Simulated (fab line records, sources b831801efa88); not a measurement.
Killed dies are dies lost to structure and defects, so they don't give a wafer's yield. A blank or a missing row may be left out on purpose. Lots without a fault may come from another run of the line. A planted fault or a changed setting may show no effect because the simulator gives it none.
One fault seen from 2 desks | flow gf180mcu | each desk has only its own numbers; what lay behind them comes last

THE METROLOGY DESK
What the gauges read, lot by lot, whatever tool the lot ran on: means of the sampled wafers that have a number. A lot is out of limits, marked OUT, if its mean lies more than 4 standard deviations from the usual mean; the brackets give that distance.
Columns: A = V4_W_RS at GF_V4_RS_MEAS_24, usual 0.325 ohm/sq; B = V4_W_THK at GF_V4_THK_MEAS_25, usual 348 nm; C = cd_nm at GF_M5_CD_MEAS_07, usual 279.9 nm; D = V5_OVL at GF_V5_OVL_MEAS_15, usual -3 nm
lot  | first seen here | A     | B   | C                | D
L639 | day 24 10:02    | 0.326 | 351 | 282.4            | -3
L640 | day 25 11:14    | 0.329 | 344 | 278.7            | 0
L642 | day 25 18:38    | 0.327 | 345 | 280.8            | -2
L649 | day 27 11:28    | 0.326 | 347 | 270.9 (-7.5) OUT | -1
L650 | day 27 17:46    | 0.323 | 351 | 270.0 (-8.2) OUT | 3
L652 | day 28 11:28    | 0.322 | 353 | 279.5            | -16
L654 | day 29 04:05    | 0.325 | 348 | 278.5            | 2
L656 | day 29 19:16    | 0.322 | 351 | 278.0            | -2
L657 | day 30 04:35    | 0.324 | 346 | 279.8            | -7
L659 | day 30 16:43    | 0.324 | 354 | 281.8            | -9
L660 | day 31 02:00    | 0.324 | 350 | 279.4            | -9
L661 | day 31 02:14    | 0.324 | 350 | 279.5            | -1
L662 | day 31 08:11    | 0.322 | 353 | 280.0            | -6
This desk's finding: out of limits on L649, L650; first on L649, day 29 04:18 (cd_nm at GF_M5_CD_MEAS_07). In limits: L639, L640, L642, L652, L654, L656, L657, L659, L660, L661, L662.

THE TOOL OWNER'S DESK: litho_track-01
The tool's own readings at GF_M5_PEB_05 (peb time 90 s): means of the sampled wafers that have a number, for each lot that ran on this tool. A lot is out of limits, marked OUT, if its mean lies more than 4 standard deviations from the usual mean; the brackets give that distance.
Columns: A = heater_power_total_W at GF_M5_PEB_05, usual 85.70 W; B = plate_temp_C at GF_M5_PEB_05, usual 135.02 C
lot  | first seen here | A               | B
L639 | day 26 06:59    | 85.69           | 134.97
L642 | day 27 13:05    | 85.62           | 134.98
L649 | day 29 03:58    | 89.44 (+42) OUT | 139.82 (+32) OUT
L650 | day 29 09:50    | 89.47 (+42) OUT | 139.43 (+29) OUT
This desk's finding: out of limits on L649, L650; first on L649, day 29 03:58 (heater_power_total_W at GF_M5_PEB_05). In limits: L639, L642.

PUT TOGETHER
The tool owner's desk could have raised an alarm at day 29 03:58, on L649, L650.
The metrology desk could have raised an alarm at day 29 04:18, on L649, L650.
Of the lots named, all ran GF_M5_PEB_05 on litho_track-01.

WHAT THE SIMULATOR HAD PUT IN
Process parameter drift: litho_track-01, from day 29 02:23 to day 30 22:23, at GF_M5_PEB_05. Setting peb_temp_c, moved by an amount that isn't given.
Lots struck among those shown: L649, L650.
Hours from the fault's start to each desk's first reading out of limits: the tool owner's desk, 2; the metrology desk, 2.
